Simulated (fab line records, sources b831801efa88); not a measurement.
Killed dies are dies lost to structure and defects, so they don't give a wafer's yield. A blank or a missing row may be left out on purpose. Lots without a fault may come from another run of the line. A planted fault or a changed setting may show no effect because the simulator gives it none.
Which tool did it? | flow gf180mcu | 6 lots, 18 wafers sampled, at 2 steps of a route of 602

WHAT THE GAUGES READ, wafer by wafer
GF_V4_RS_MEAS_24: measures by four-point-probe.
lot  | measured     | on            | V4_W_RS (ohm/sq)
L873 | day 24 21:32 | film_metro-02 | 0.330 0.334 0.328
L875 | day 25 09:32 | film_metro-02 | 0.327 0.325 0.326
L877 | day 26 07:04 | film_metro-02 | 0.326 0.331 0.324
L880 | day 27 09:02 | film_metro-04 | 0.330 0.329 0.326
L884 | day 28 07:12 | film_metro-02 | 0.325 0.325 0.324
L895 | day 31 07:28 | film_metro-04 | 0.321 0.319 0.324

WHICH TOOL RAN EACH LOT (tool, then ch and the chambers of the sampled wafers, then the start)
lot  | GF_V4_CVD_23
L873 | cvd_w-01 ch 0,1, day 24 21:26
L875 | cvd_w-01 ch 0, day 25 09:25
L877 | cvd_w-02 ch 0,1, day 26 06:57
L880 | cvd_w-02 ch 0,1, day 27 08:55
L884 | cvd_w-01 ch 0,1, day 28 07:04
L895 | cvd_w-01 ch 0,1, day 31 07:20
- GF_V4_CVD_23: deposits W, target thk 350 nm, time 104.9 s.

THE ANSWER, worked out from the rows above alone
Rule: what is usual is taken from the lots themselves. Put in order of their means at a reading, lots are off if they are a third of the lots or fewer, leave a main group of 4 or more, and stand apart from it by a gap of 3 or more times the standard deviation of the main group's means; of several such gaps the widest counts. A main group whose means are all the same, to the digits that the tables above print for the reading, isn't used. A lot without any number at a reading at which 4 lots or more have one is off too. The other lots that the step has rows for count as sound.
No lot is off at any reading shown: from this, nothing can be told.

WHAT THE SIMULATOR HAD PUT IN
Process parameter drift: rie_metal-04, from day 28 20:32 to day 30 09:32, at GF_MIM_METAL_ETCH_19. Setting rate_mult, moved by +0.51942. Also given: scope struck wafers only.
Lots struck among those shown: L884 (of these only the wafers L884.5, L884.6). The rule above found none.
